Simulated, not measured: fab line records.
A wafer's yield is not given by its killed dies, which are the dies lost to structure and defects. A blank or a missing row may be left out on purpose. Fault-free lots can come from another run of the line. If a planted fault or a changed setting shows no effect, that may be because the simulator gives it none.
fab line records | flow gf180mcu | part 1 of 2: steps 1 to 25 of 34
record: lots: 5 | wafers: 15 | last-day: 34
route steps=602 shown M4@474 V4@476 MIM@503
lots that met no fault: from a run of the same line without faults
start-h: start of the lot's first displayed wafer, in hours after the record's first day | wait-h: hours elapsed since this lot's preceding step | " same as the row above | L1.1+2: a single row standing in for several wafers | - either no value or no given start | * or withheld: withheld | < > ~ a bound
route shown NAME@n: names a module that has steps shown in the file, with the first one's number in the route | usual: average and standard deviation across the fault-free wafers | same: alike in all rows | chamber/n: place in a boat | sites: the reading at each site | _std_site: the values' standard deviation | _edge_site: the outer-site mean with the inner-site mean subtracted | radius-mm: how far each site lies from the wafer's centre | mask NAME#n: copy n | behind: the most recent tool/chamber to have shaped the wafer | hold: cause of the lot's hold/its duration in hours/its outcome | device: which transistor (n, p or np) failed to switch | end of line: tests run on the same wafers once the route is complete | step lacking rows: just its recipe | killed: dies lost to structure and defects at the first sort, not the wafer's yield | map: a wafer's dies, marking killed ones x, the rest . and places with no die _
set.NAME: setting as actually run; set.NAME@STEP: the setting as run at that earlier step | model.NAME: the simulator's own value behind a step, which no gauge read
lots at some steps of the route; a table a step, a row a wafer
services: the hour from which a tool's chamber was out of use, counted from the record's first day as start-h (under 0 if before that day), plus the number of hours and why
== steps ==
step: GF_M4_STRIP_18
recipe: chemistry: post-etch-residue-remover | time-s: 1200 | temp-c: 72.5
usual: bath-guard-temp-C: 72.6/0.46
lot.wafer | tool         | chamber | start-h | wait-h | bath-guard-temp-C
L075.2    | wet-bench-01 | 3       | 550.99  | 0.1    | 72.7
L075.3    | "            | 3       | "       | "      | 72.7
L075.6    | "            | 3       | "       | "      | 72.4
L080.1    | wet-bench-01 | 0       | 591.42  | 0.1    | 72.5
L080.2    | "            | 0       | "       | "      | 72.3
L080.5    | "            | 0       | "       | "      | 72.2
L081.2    | wet-bench-03 | 0       | 604.44  | 0.1    | 72.6
L081.3    | "            | 0       | "       | "      | 73.1
L081.6    | "            | 0       | "       | "      | 72.9
L089.2    | wet-bench-01 | 3       | 659.28  | 0.1    | 73.2
L089.3    | "            | 3       | "       | "      | 72.4
L089.4    | "            | 3       | "       | "      | 72.8
L094.3    | wet-bench-03 | 2       | 696.82  | 0.0    | 72.3
L094.4    | "            | 2       | "       | "      | 72.5
L094.6    | "            | 2       | "       | "      | 72.3
step: GF_M4_CLEAN_19
recipe: chemistry: DIW | dry: n2-spin
lot.wafer  | tool         | chamber | start-h | wait-h
L075.2+3+6 | wet-bench-03 | 0       | 551.36  | 0.0
L080.1+2+5 | wet-bench-03 | 3       | 591.79  | 0.0
L081.2+3+6 | wet-bench-04 | 0       | 604.78  | 0.0
L089.2+3+4 | wet-bench-03 | 0       | 659.69  | 0.0
L094.3+4+6 | wet-bench-04 | 1       | 697.16  | 0.0
step: GF_V4_CVD_00
recipe: material: SiO2 | target-thk-nm: 600 | sigma-open-frac: 0.3 | temp-c: 400 | time-s: 100 | sih4-flow-sccm: 60 | pressure-mtorr: 6
lot.wafer  | tool      | chamber | start-h | wait-h
L075.2+3+6 | hdpcvd-02 | 0,2,0   | 551.47  | 0.0
L080.1+2+5 | hdpcvd-01 | 0,2,1   | 591.89  | 0.0
L081.2+3+6 | hdpcvd-01 | 1,2,1   | 604.87  | 0.0
L089.2+3+4 | hdpcvd-01 | 0,1,0   | 659.78  | 0.0
L094.3+4+6 | hdpcvd-02 | 2,2,0   | 697.25  | 0.0
step: GF_V4_THK_MEAS_01
recipe: reads: SiO2_of_V4_CVD_00
usual: V4_CVD_00_THK: 601/6.6
lot.wafer | tool          | chamber | start-h | wait-h | V4_CVD_00_THK[nm]
L075.2    | film-metro-04 | -       | 551.55  | 0.0    | 590
L075.3    | "             | -       | "       | "      | 593
L075.6    | "             | -       | "       | "      | 588
L080.1    | film-metro-01 | -       | 591.96  | 0.0    | 599
L080.2    | "             | -       | "       | "      | 598
L080.5    | "             | -       | "       | "      | 598
L081.2    | film-metro-01 | -       | 604.96  | 0.0    | 601
L081.3    | "             | -       | "       | "      | 601
L081.6    | "             | -       | "       | "      | 595
L089.2    | film-metro-01 | -       | 659.86  | 0.0    | 604
L089.3    | "             | -       | "       | "      | 603
L089.4    | "             | -       | "       | "      | 603
L094.3    | film-metro-01 | -       | 697.35  | 0.1    | 592
L094.4    | "             | -       | "       | "      | 599
L094.6    | "             | -       | "       | "      | 597
step: GF_V4_CVD_02
recipe: material: SiO2 | target-thk-nm: 850 | precursor: TEOS | temp-c: 400 | time-s: 94.851 | rf-w: 600
usual: heater-power-w: 655/95 | rf-fwd-power-W: 596.6/2
lot.wafer | tool     | chamber | start-h | wait-h | heater-power-w | rf-fwd-power-W
L075.2    | pecvd-03 | 1       | 551.60  | 0.0    | 659            | 597.3
L075.3    | "        | 2       | "       | "      | 641            | 596.6
L075.6    | "        | 1       | "       | "      | 701            | 599.1
L080.1    | pecvd-02 | 1       | 592.02  | 0.1    | 900            | 594.9
L080.2    | "        | 0       | "       | "      | 634            | 597.5
L080.5    | "        | 1       | "       | "      | 722            | 596.2
L081.2    | pecvd-02 | 0       | 605.01  | 0.0    | 524            | 594.1
L081.3    | "        | 2       | "       | "      | 646            | 599.8
L081.6    | "        | 1       | "       | "      | 800            | 597.3
L089.2    | pecvd-03 | 1       | 659.91  | 0.0    | 655            | 596.6
L089.3    | "        | 2       | "       | "      | 619            | 596.3
L089.4    | "        | 1       | "       | "      | 716            | 594.5
L094.3    | pecvd-03 | 0       | 697.39  | 0.0    | 668            | 592.0
L094.4    | "        | 2       | "       | "      | 647            | 592.9
L094.6    | "        | 1       | "       | "      | 603            | 596.8
step: GF_V4_THK_MEAS_03
recipe: reads: SiO2_of_V4_CVD_02
usual: V4_CVD_02_THK: 854/11
lot.wafer | tool          | chamber | start-h | wait-h | V4_CVD_02_THK[nm]
L075.2    | film-metro-04 | -       | 551.68  | 0.0    | 857
L075.3    | "             | -       | "       | "      | 856
L075.6    | "             | -       | "       | "      | 872
L080.1    | film-metro-02 | -       | 592.09  | 0.0    | 871
L080.2    | "             | -       | "       | "      | 859
L080.5    | "             | -       | "       | "      | 875
L081.2    | film-metro-01 | -       | 605.08  | 0.0    | 853
L081.3    | "             | -       | "       | "      | 842
L081.6    | "             | -       | "       | "      | 869
L089.2    | film-metro-02 | -       | 659.99  | 0.0    | 855
L089.3    | "             | -       | "       | "      | 834
L089.4    | "             | -       | "       | "      | 862
L094.3    | film-metro-01 | -       | 697.47  | 0.1    | 844
L094.4    | "             | -       | "       | "      | 858
L094.6    | "             | -       | "       | "      | 870
step: GF_V4_CMP_04
recipe: material: SiO2 | down-force-psi: 4 | platen-rpm: 60 | pad-velocity-m-s: 0.94248
usual: motor-current-A: 12.0/0.93 | time-to-endpoint-s: 81/5.3
lot.wafer | tool   | chamber | start-h | wait-h | motor-current-A | time-to-endpoint-s
L075.3    | cmp-01 | 1       | 551.73  | 0.0    | 11.7            | 72
L075.2    | "      | 2       | "       | "      | 12.1            | 73
L075.6    | "      | 1       | "       | "      | 12.2            | 79
L080.1    | cmp-02 | 1       | 592.15  | 0.1    | 11.6            | 84
L080.2    | "      | 0       | "       | "      | 10.2            | 79
L080.5    | "      | 1       | "       | "      | 12.1            | 88
L081.2    | cmp-01 | 1       | 605.23  | 0.1    | 12.7            | 76
L081.3    | "      | 2       | "       | "      | 12.4            | 74
L081.6    | "      | 3       | "       | "      | 12.8            | 89
L089.4    | cmp-02 | 2       | 660.04  | 0.0    | 12.8            | 84
L089.2    | "      | 0       | "       | "      | 9.7             | 78
L089.3    | "      | 1       | "       | "      | 12.2            | 70
L094.4    | cmp-01 | 2       | 697.56  | 0.1    | 11.6            | 76
L094.3    | "      | 3       | "       | "      | 13.1            | 80
L094.6    | "      | 2       | "       | "      | 11.4            | 88
step: GF_V4_BOW_MEAS_05
recipe: mode: bow
usual: V4_BOW: 136/9.2
lot.wafer | tool          | chamber | start-h | wait-h | V4_BOW[um]
L075.2    | film-metro-04 | -       | 552.05  | 0.2    | 132
L075.3    | "             | -       | "       | "      | 133
L075.6    | "             | -       | "       | "      | 140
L080.1    | film-metro-02 | -       | 592.45  | 0.2    | 126
L080.2    | "             | -       | "       | "      | 130
L080.5    | "             | -       | "       | "      | 141
L081.2    | film-metro-04 | -       | 605.45  | 0.2    | 108
L081.3    | "             | -       | "       | "      | 135
L081.6    | "             | -       | "       | "      | 129
L089.2    | film-metro-01 | -       | 660.36  | 0.2    | 134
L089.3    | "             | -       | "       | "      | 133
L089.4    | "             | -       | "       | "      | 132
L094.3    | film-metro-01 | -       | 697.85  | 0.2    | 128
L094.4    | "             | -       | "       | "      | 137
L094.6    | "             | -       | "       | "      | 148
step: GF_V4_DEHYDRATE_06
recipe: temp-c: 200 | time-s: 60
usual: chill-plate-temp-C: 23.04/0.1 | resist-line-temp-C: 23.02/0.11
lot.wafer | tool           | chamber | start-h | wait-h | chill-plate-temp-C | resist-line-temp-C
L075.2    | litho-track-01 | 0       | 562.21  | 10.1   | 23.15              | 23.06
L075.3    | "              | 0       | "       | "      | 22.95              | 23.14
L075.6    | "              | 0       | "       | "      | 23.06              | 22.92
L080.1    | litho-track-01 | 0       | 602.09  | 9.6    | 23.04              | 23.08
L080.2    | "              | 0       | "       | "      | 22.99              | 23.03
L080.5    | "              | 0       | "       | "      | 23.06              | 23.12
L081.2    | litho-track-03 | 0       | 615.23  | 9.8    | 22.94              | 23.00
L081.3    | "              | 0       | "       | "      | 23.01              | 22.99
L081.6    | "              | 0       | "       | "      | 23.15              | 22.88
L089.2    | litho-track-04 | 0       | 669.18  | 8.8    | 23.27              | 23.02
L089.3    | "              | 0       | "       | "      | 23.07              | 22.85
L089.4    | "              | 0       | "       | "      | 23.21              | 22.88
L094.3    | litho-track-01 | 0       | 706.94  | 9.1    | 23.07              | 22.97
L094.4    | "              | 0       | "       | "      | 22.97              | 22.99
L094.6    | "              | 0       | "       | "      | 23.03              | 22.87
step: GF_V4_HMDS_07
recipe: prime-time-s: 60 | prime-temp-c: 120
usual: chill-plate-temp-C: 23.00/0.11 | resist-line-temp-C: 22.99/0.12
lot.wafer | tool           | chamber | start-h | wait-h | chill-plate-temp-C | resist-line-temp-C
L075.2    | litho-track-01 | 0       | 562.36  | 0.1    | 23.01              | 22.90
L075.3    | "              | 0       | "       | "      | 23.07              | 22.94
L075.6    | "              | 0       | "       | "      | 23.11              | 22.87
L080.1    | litho-track-01 | 0       | 602.24  | 0.1    | 22.88              | 23.10
L080.2    | "              | 0       | "       | "      | 22.95              | 23.10
L080.5    | "              | 0       | "       | "      | 22.85              | 23.00
L081.2    | litho-track-03 | 0       | 615.38  | 0.1    | 22.86              | 22.82
L081.3    | "              | 0       | "       | "      | 22.91              | 23.17
L081.6    | "              | 0       | "       | "      | 22.91              | 23.12
L089.2    | litho-track-04 | 0       | 669.33  | 0.1    | 22.73              | 22.94
L089.3    | "              | 0       | "       | "      | 22.72              | 23.01
L089.4    | "              | 0       | "       | "      | 22.82              | 23.14
L094.3    | litho-track-01 | 0       | 707.09  | 0.1    | 23.05              | 23.14
L094.4    | "              | 0       | "       | "      | 22.93              | 22.91
L094.6    | "              | 0       | "       | "      | 23.03              | 23.01
step: GF_V4_COAT_08
recipe: resist: BARC | temp-c: withheld | time-s: withheld | spin-rpm: withheld | resist-thk-nm: withheld
usual: chill-plate-temp-C: * | resist-line-temp-C: *
lot.wafer | tool           | chamber | start-h | wait-h | chill-plate-temp-C | resist-line-temp-C
L075.2    | litho-track-01 | 0       | 562.51  | 0.1    | *                  | *
L075.3    | "              | 0       | "       | "      | *                  | *
L075.6    | "              | 0       | "       | "      | *                  | *
L080.1    | litho-track-01 | 0       | 602.39  | 0.1    | *                  | *
L080.2    | "              | 0       | "       | "      | *                  | *
L080.5    | "              | 0       | "       | "      | *                  | *
L081.2    | litho-track-03 | 0       | 615.53  | 0.1    | *                  | *
L081.3    | "              | 0       | "       | "      | *                  | *
L081.6    | "              | 0       | "       | "      | *                  | *
L089.2    | litho-track-04 | 0       | 669.48  | 0.1    | *                  | *
L089.3    | "              | 0       | "       | "      | *                  | *
L089.4    | "              | 0       | "       | "      | *                  | *
L094.3    | litho-track-01 | 0       | 707.24  | 0.1    | *                  | *
L094.4    | "              | 0       | "       | "      | *                  | *
L094.6    | "              | 0       | "       | "      | *                  | *
step: GF_V4_COAT_09
recipe: resist: KrF | spin-rpm: withheld | resist-thk-nm: 1000
usual: chill-plate-temp-C: 22.99/0.11 | resist-line-temp-C: 22.99/0.1
lot.wafer | tool           | chamber | start-h | wait-h | chill-plate-temp-C | resist-line-temp-C
L075.2    | litho-track-01 | 0       | -       | -      | 22.92              | 22.88
L075.3    | "              | 0       | "       | "      | 22.81              | 23.09
L075.6    | "              | 0       | "       | "      | 22.96              | 22.99
L080.1    | litho-track-01 | 0       | -       | -      | 23.19              | 23.01
L080.2    | "              | 0       | "       | "      | 23.06              | 22.93
L080.5    | "              | 0       | "       | "      | 22.95              | 23.13
L081.2    | litho-track-03 | 0       | -       | -      | 22.95              | 23.28
L081.3    | "              | 0       | "       | "      | 22.96              | 23.18
L081.6    | "              | 0       | "       | "      | 22.95              | 23.19
L089.2    | litho-track-04 | 0       | -       | -      | 22.86              | 23.07
L089.3    | "              | 0       | "       | "      | 22.91              | 23.04
L089.4    | "              | 0       | "       | "      | 22.92              | 23.08
L094.3    | litho-track-01 | 0       | -       | -      | 22.87              | 23.09
L094.4    | "              | 0       | "       | "      | 22.95              | 23.11
L094.6    | "              | 0       | "       | "      | 22.77              | 23.04
step: GF_V4_SOFTBAKE_10
recipe: temp-c: 130.6 | time-s: 60 | resist: KrF
usual: chill-plate-temp-C: 23.00/0.12 | resist-line-temp-C: 23.03/0.095
lot.wafer | tool           | chamber | start-h | wait-h | chill-plate-temp-C | resist-line-temp-C
L075.2    | litho-track-01 | 0       | -       | -      | 23.04              | 22.97
L075.3    | "              | 0       | "       | "      | 23.07              | 22.93
L075.6    | "              | 0       | "       | "      | 23.15              | 22.97
L080.1    | litho-track-01 | 0       | -       | -      | 23.22              | 23.14
L080.2    | "              | 0       | "       | "      | 22.93              | 23.02
L080.5    | "              | 0       | "       | "      | 23.16              | 22.91
L081.2    | litho-track-03 | 0       | -       | -      | 22.91              | 23.03
L081.3    | "              | 0       | "       | "      | 23.04              | 22.98
L081.6    | "              | 0       | "       | "      | 23.24              | 22.98
L089.2    | litho-track-04 | 0       | -       | -      | 23.15              | 23.12
L089.3    | "              | 0       | "       | "      | 23.02              | 23.18
L089.4    | "              | 0       | "       | "      | 23.02              | 22.96
L094.3    | litho-track-01 | 0       | -       | -      | 22.97              | 22.94
L094.4    | "              | 0       | "       | "      | 23.05              | 22.95
L094.6    | "              | 0       | "       | "      | 23.00              | 22.94
step: GF_V4_EXPOSE_11
recipe: mask-id: Via4 | target-cd-nm: 260 | na: 0.68 | source-shape: conventional | sigma-outer: 0.6 | dose-mj: 38
same: sigma-outer: 0.6
lot.wafer  | tool           | chamber | start-h | wait-h | mask
L075.2+3+6 | krf-scanner-01 | 0       | -       | -      | Via4#0
L080.1+2+5 | krf-scanner-01 | 0       | -       | -      | Via4#0
L081.2+3+6 | krf-scanner-02 | 0       | -       | -      | Via4#0
L089.2+3+4 | krf-scanner-01 | 0       | -       | -      | Via4#0
L094.3+4+6 | krf-scanner-02 | 0       | -       | -      | Via4#0
step: GF_V4_PEB_12
recipe: peb-temp-c: 135 | peb-time-s: 90 | resist: KrF
usual: chill-plate-temp-C: 22.98/0.12 | resist-line-temp-C: 23.00/0.1
lot.wafer | tool           | chamber | start-h | wait-h | chill-plate-temp-C | resist-line-temp-C
L075.2    | litho-track-01 | 0       | -       | -      | 22.82              | 23.15
L075.3    | "              | 0       | "       | "      | 22.87              | 23.16
L075.6    | "              | 0       | "       | "      | 23.01              | 23.01
L080.1    | litho-track-04 | 0       | -       | -      | 23.16              | 22.97
L080.2    | "              | 0       | "       | "      | 23.13              | 22.85
L080.5    | "              | 0       | "       | "      | 23.00              | 22.99
L081.2    | litho-track-04 | 0       | -       | -      | 22.99              | 23.03
L081.3    | "              | 0       | "       | "      | 22.87              | 22.93
L081.6    | "              | 0       | "       | "      | 22.84              | 23.00
L089.2    | litho-track-01 | 0       | -       | -      | 23.10              | 23.02
L089.3    | "              | 0       | "       | "      | 23.09              | 22.96
L089.4    | "              | 0       | "       | "      | 22.84              | 22.92
L094.3    | litho-track-04 | 0       | -       | -      | 23.30              | 22.83
L094.4    | "              | 0       | "       | "      | 22.97              | 23.07
L094.6    | "              | 0       | "       | "      | 22.94              | 22.92
step: GF_V4_DEVELOP_13
recipe: develop-time-s: 60 | resist: KrF | dev-temp-c: 21
usual: chill-plate-temp-C: 23.00/0.1 | resist-line-temp-C: 23.00/0.12
lot.wafer | tool           | chamber | start-h | wait-h | chill-plate-temp-C | resist-line-temp-C
L075.2    | litho-track-01 | 0       | 573.91  | 0.2    | 23.05              | 23.09
L075.3    | "              | 0       | "       | "      | 22.95              | 22.87
L075.6    | "              | 0       | "       | "      | 23.07              | 23.10
L080.1    | litho-track-04 | 0       | 612.95  | 0.2    | 23.12              | 23.08
L080.2    | "              | 0       | "       | "      | 23.16              | 23.06
L080.5    | "              | 0       | "       | "      | 22.99              | 23.08
L081.2    | litho-track-04 | 0       | 625.48  | 0.2    | 22.99              | 23.15
L081.3    | "              | 0       | "       | "      | 22.97              | 23.09
L081.6    | "              | 0       | "       | "      | 23.14              | 23.03
L089.2    | litho-track-01 | 0       | 679.41  | 0.2    | 23.01              | 22.85
L089.3    | "              | 0       | "       | "      | 23.01              | 22.88
L089.4    | "              | 0       | "       | "      | 23.03              | 22.80
L094.3    | litho-track-04 | 0       | 716.15  | 0.1    | 23.14              | 23.06
L094.4    | "              | 0       | "       | "      | 23.01              | 23.06
L094.6    | "              | 0       | "       | "      | 22.99              | 23.05
step: GF_V4_CD_MEAS_14
recipe: target-cd-nm: 260
usual: cd-nm: 259.7/1.3
lot.wafer | tool      | chamber | start-h | wait-h | cd-nm
L075.2    | cd-sem-02 | -       | 574.06  | 0.1    | 261.3
L075.3    | "         | -       | "       | "      | 261.4
L075.6    | "         | -       | "       | "      | 261.0
L080.1    | cd-sem-01 | -       | 613.10  | 0.1    | 261.5
L080.2    | "         | -       | "       | "      | 261.5
L080.5    | "         | -       | "       | "      | 260.7
L081.2    | cd-sem-02 | -       | 625.62  | 0.1    | 261.7
L081.3    | "         | -       | "       | "      | 261.7
L081.6    | "         | -       | "       | "      | 261.5
L089.2    | cd-sem-01 | -       | 679.56  | 0.1    | 257.9
L089.3    | "         | -       | "       | "      | 258.8
L089.4    | "         | -       | "       | "      | 259.3
L094.3    | cd-sem-01 | -       | 716.29  | 0.1    | 260.0
L094.4    | "         | -       | "       | "      | 260.1
L094.6    | "         | -       | "       | "      | 260.9
step: GF_V4_OVL_MEAS_15
usual: V4_OVL: -1/5.2
lot.wafer | tool       | chamber | start-h | wait-h | V4_OVL[nm]
L075.2    | overlay-02 | -       | 574.16  | 0.1    | -4
L075.3    | "          | -       | "       | "      | -10
L075.6    | "          | -       | "       | "      | -7
L080.1    | overlay-01 | -       | 613.22  | 0.1    | -2
L080.2    | "          | -       | "       | "      | -3
L080.5    | "          | -       | "       | "      | 0
L081.2    | overlay-02 | -       | 625.73  | 0.1    | 7
L081.3    | "          | -       | "       | "      | -3
L081.6    | "          | -       | "       | "      | 0
L089.2    | overlay-01 | -       | 679.66  | 0.1    | -7
L089.3    | "          | -       | "       | "      | -2
L089.4    | "          | -       | "       | "      | -4
L094.3    | overlay-01 | -       | 716.38  | 0.1    | -2
L094.4    | "          | -       | "       | "      | -7
L094.6    | "          | -       | "       | "      | -6
step: GF_V4_ETCH_16
recipe: chemistry: N2/H2 | target-depth-a: withheld | overetch-a: withheld | time-s: withheld | target: BARC | ion-energy-ev: 200 | source-w: 500 | bias-w: 100 | pressure-mtorr: 30 | n2-flow-sccm: 100 | h2-flow-sccm: 200
usual: drypump-motor-current-A: 6.0/0.43 | oes-product-au: 0.855/0.0049 | rf-fwd-power-W: 495.4/2.2 | throttle-valve-pct: 13.225/0.0086
lot.wafer | tool        | chamber | start-h | wait-h | drypump-motor-current-A | oes-product-au | rf-fwd-power-W | throttle-valve-pct
L075.2    | rie-diel-03 | 0       | 574.19  | 0.0    | 6.3                     | 0.858          | 497.0          | 13.221
L075.3    | "           | 1       | "       | "      | 5.6                     | 0.852          | 496.5          | 13.229
L075.6    | "           | 1       | "       | "      | 5.6                     | 0.856          | 496.2          | 13.219
L080.1    | rie-diel-04 | 1       | 613.26  | 0.0    | 5.2                     | 0.856          | 498.0          | 13.222
L080.2    | "           | 2       | "       | "      | 5.6                     | 0.864          | 494.8          | 13.228
L080.5    | "           | 1       | "       | "      | 5.2                     | 0.852          | 493.7          | 13.210
L081.2    | rie-diel-02 | 0       | 625.76  | 0.0    | 6.2                     | 0.851          | 494.5          | 13.233
L081.3    | "           | 2       | "       | "      | 6.7                     | 0.849          | 495.1          | 13.223
L081.6    | "           | 0       | "       | "      | 6.2                     | 0.858          | 496.4          | 13.229
L089.2    | rie-diel-03 | 2       | 679.69  | 0.0    | 5.4                     | 0.860          | 492.4          | 13.229
L089.3    | "           | 3       | "       | "      | 6.0                     | 0.849          | 496.6          | 13.231
L089.4    | "           | 1       | "       | "      | 5.6                     | 0.849          | 494.9          | 13.219
L094.3    | rie-diel-03 | 3       | 716.41  | 0.0    | 6.0                     | 0.848          | 495.8          | 13.220
L094.4    | "           | 1       | "       | "      | 5.6                     | 0.849          | 494.9          | 13.227
L094.6    | "           | 3       | "       | "      | 6.0                     | 0.851          | 495.4          | 13.220
step: GF_V4_ETCH_17
recipe: chemistry: C4F8/O2/Ar | mask-material: KrF | target: SiO2 | stop-on: TiN | source-w: 1500 | bias-w: 1200 | pressure-mtorr: 40 | c4f8-flow-sccm: withheld | O2_flow_sccm: 6 | Ar_flow_sccm: 300 | time-s: withheld | target-depth-a: 6300
usual: oes-product-au: 0.855/0.0048 | rf-fwd-power-W: 1493/5.1
lot.wafer | tool        | chamber | start-h | wait-h | oes-product-au | rf-fwd-power-W
L075.2    | rie-diel-03 | 0       | -       | -      | 0.848          | 1504
L075.3    | "           | 1       | "       | "      | 0.862          | 1494
L075.6    | "           | 1       | "       | "      | 0.859          | 1485
L080.1    | rie-diel-04 | 1       | -       | -      | 0.863          | 1489
L080.2    | "           | 2       | "       | "      | 0.867          | 1484
L080.5    | "           | 1       | "       | "      | 0.860          | 1487
L081.2    | rie-diel-02 | 0       | -       | -      | 0.863          | 1502
L081.3    | "           | 2       | "       | "      | 0.858          | 1496
L081.6    | "           | 0       | "       | "      | 0.854          | 1499
L089.2    | rie-diel-03 | 2       | -       | -      | 0.846          | 1488
L089.3    | "           | 3       | "       | "      | 0.850          | 1502
L089.4    | "           | 1       | "       | "      | 0.845          | 1496
L094.3    | rie-diel-03 | 3       | -       | -      | 0.856          | 1501
L094.4    | "           | 1       | "       | "      | 0.849          | 1491
L094.6    | "           | 3       | "       | "      | 0.861          | 1495
step: GF_V4_STRIP_18
recipe: chemistry: O2/N2 | power-w: 1400 | pressure-mtorr: 1500 | platen-temp-c: 250 | o2-flow-sccm: 3000 | n2-flow-sccm: 300 | overash-fraction: 0.5
usual: drypump-motor-current-A: 5.6/0.49 | heater-power-w: 319/22 | oes-product-au: 0.593/0.0048
same: overash-fraction: 0.5
lot.wafer | tool            | chamber | start-h | wait-h | drypump-motor-current-A | heater-power-w | oes-product-au | rf-hours-counter-h
L075.2    | plasma-asher-01 | 1       | 574.32  | -      | 5.8                     | 302            | 0.595          | 96
L075.3    | "               | 0       | "       | "      | 6.2                     | 282            | 0.591          | -
L075.6    | "               | 0       | "       | "      | 6.2                     | 283            | 0.598          | -
L080.1    | plasma-asher-03 | 1       | 613.39  | -      | 6.0                     | 341            | 0.599          | 83
L080.2    | "               | 0       | "       | "      | 4.9                     | 332            | 0.597          | 83
L080.5    | "               | 0       | "       | "      | 4.8                     | 335            | 0.593          | -
L081.2    | plasma-asher-03 | 0       | 625.89  | -      | 4.9                     | 327            | 0.592          | 85
L081.3    | "               | 1       | "       | "      | 6.0                     | 345            | 0.589          | -
L081.6    | "               | 1       | "       | "      | 6.0                     | 345            | 0.593          | -
L089.2    | plasma-asher-03 | 1       | 679.82  | -      | 6.0                     | 342            | 0.584          | 91
L089.3    | "               | 0       | "       | "      | 4.9                     | 330            | 0.584          | -
L089.4    | "               | 1       | "       | "      | 6.0                     | 333            | 0.593          | -
L094.3    | plasma-asher-01 | 1       | 716.57  | -      | 5.8                     | 304            | 0.589          | -
L094.4    | "               | 0       | "       | "      | 6.2                     | 278            | 0.599          | -
L094.6    | "               | 0       | "       | "      | 6.2                     | 282            | 0.591          | -
step: GF_V4_STRIP_19
recipe: chemistry: post-etch-residue-remover | time-s: 1200 | temp-c: 72.5
usual: bath-guard-temp-C: 72.5/0.51
lot.wafer | tool         | chamber | start-h | wait-h | bath-guard-temp-C
L075.2    | wet-bench-02 | 3       | 574.42  | 0.1    | 72.3
L075.3    | "            | 3       | "       | "      | 72.0
L075.6    | "            | 3       | "       | "      | 71.8
L080.1    | wet-bench-03 | 0       | 613.49  | 0.1    | 73.1
L080.2    | "            | 0       | "       | "      | 72.8
L080.5    | "            | 0       | "       | "      | 72.9
L081.2    | wet-bench-01 | 0       | 625.99  | 0.1    | 72.6
L081.3    | "            | 0       | "       | "      | 72.4
L081.6    | "            | 0       | "       | "      | 72.7
L089.2    | wet-bench-01 | 1       | 679.92  | 0.1    | 72.6
L089.3    | "            | 1       | "       | "      | 72.5
L089.4    | "            | 1       | "       | "      | 72.0
L094.3    | wet-bench-03 | 0       | 716.64  | 0.0    | 73.2
L094.4    | "            | 0       | "       | "      | 73.3
L094.6    | "            | 0       | "       | "      | 73.1
step: GF_V4_CLEAN_20
recipe: chemistry: DIW | dry: n2-spin
lot.wafer  | tool         | chamber | start-h | wait-h
L075.2+3+6 | wet-bench-01 | 1       | 574.76  | 0.0
L080.1+2+5 | wet-bench-01 | 2       | 613.83  | 0.0
L081.2+3+6 | wet-bench-03 | 0       | 626.33  | 0.0
L089.2+3+4 | wet-bench-02 | 2       | 680.60  | 0.0
L094.3+4+6 | wet-bench-01 | 1       | 717.01  | 0.0
step: GF_V4_SPUTTER_21
recipe: material: Ti | target-thk-nm: 15 | chamber-pressure-pa: 5 | power-w: 2500 | substrate-temp-c: 200 | time-s: 80.02
usual: substrate-temp-c: 200.01/0.16 | throttle-valve-pct: 29.9/0.77
lot.wafer | tool           | chamber | start-h | wait-h | substrate-temp-c | throttle-valve-pct
L075.2    | pvd-sputter-03 | -       | 574.86  | 0.0    | 199.70           | 30.5
L075.3    | "              | -       | "       | "      | 200.23           | 28.8
L075.6    | "              | -       | "       | "      | 200.03           | 29.8
L080.1    | pvd-sputter-03 | -       | 613.92  | 0.0    | 200.19           | 29.9
L080.2    | "              | -       | "       | "      | 199.89           | 30.3
L080.5    | "              | -       | "       | "      | 199.97           | 28.8
L081.2    | pvd-sputter-03 | -       | 626.42  | 0.0    | 199.82           | 29.6
L081.3    | "              | -       | "       | "      | 200.11           | 30.1
L081.6    | "              | -       | "       | "      | 200.16           | 29.8
L089.2    | pvd-sputter-03 | -       | 680.70  | 0.0    | 200.08           | 30.0
L089.3    | "              | -       | "       | "      | 200.10           | 28.9
L089.4    | "              | -       | "       | "      | 200.00           | 29.4
L094.3    | pvd-sputter-04 | -       | 717.10  | 0.0    | 200.11           | 30.9
L094.4    | "              | -       | "       | "      | 200.01           | 29.9
L094.6    | "              | -       | "       | "      | 199.95           | 30.8
step: GF_V4_SPUTTER_22
recipe: material: TiN | target-thk-nm: 10 | chamber-pressure-pa: 5 | power-w: 4000 | time-s: 40
usual: throttle-valve-pct: 29.9/0.74
lot.wafer | tool           | chamber | start-h | wait-h | throttle-valve-pct
L075.2    | pvd-sputter-03 | -       | 574.92  | 0.0    | 30.6
L075.3    | "              | -       | "       | "      | 28.9
L075.6    | "              | -       | "       | "      | 30.0
L080.1    | pvd-sputter-03 | -       | 613.98  | 0.0    | 30.4
L080.2    | "              | -       | "       | "      | 30.4
L080.5    | "              | -       | "       | "      | 28.6
L081.2    | pvd-sputter-03 | -       | 626.48  | 0.0    | 29.3
L081.3    | "              | -       | "       | "      | 30.1
L081.6    | "              | -       | "       | "      | 30.0
L089.2    | pvd-sputter-03 | -       | 680.77  | 0.0    | 30.2
L089.3    | "              | -       | "       | "      | 29.0
L089.4    | "              | -       | "       | "      | 29.4
L094.3    | pvd-sputter-04 | -       | 717.16  | 0.0    | 30.5
L094.4    | "              | -       | "       | "      | 29.8
L094.6    | "              | -       | "       | "      | 30.7
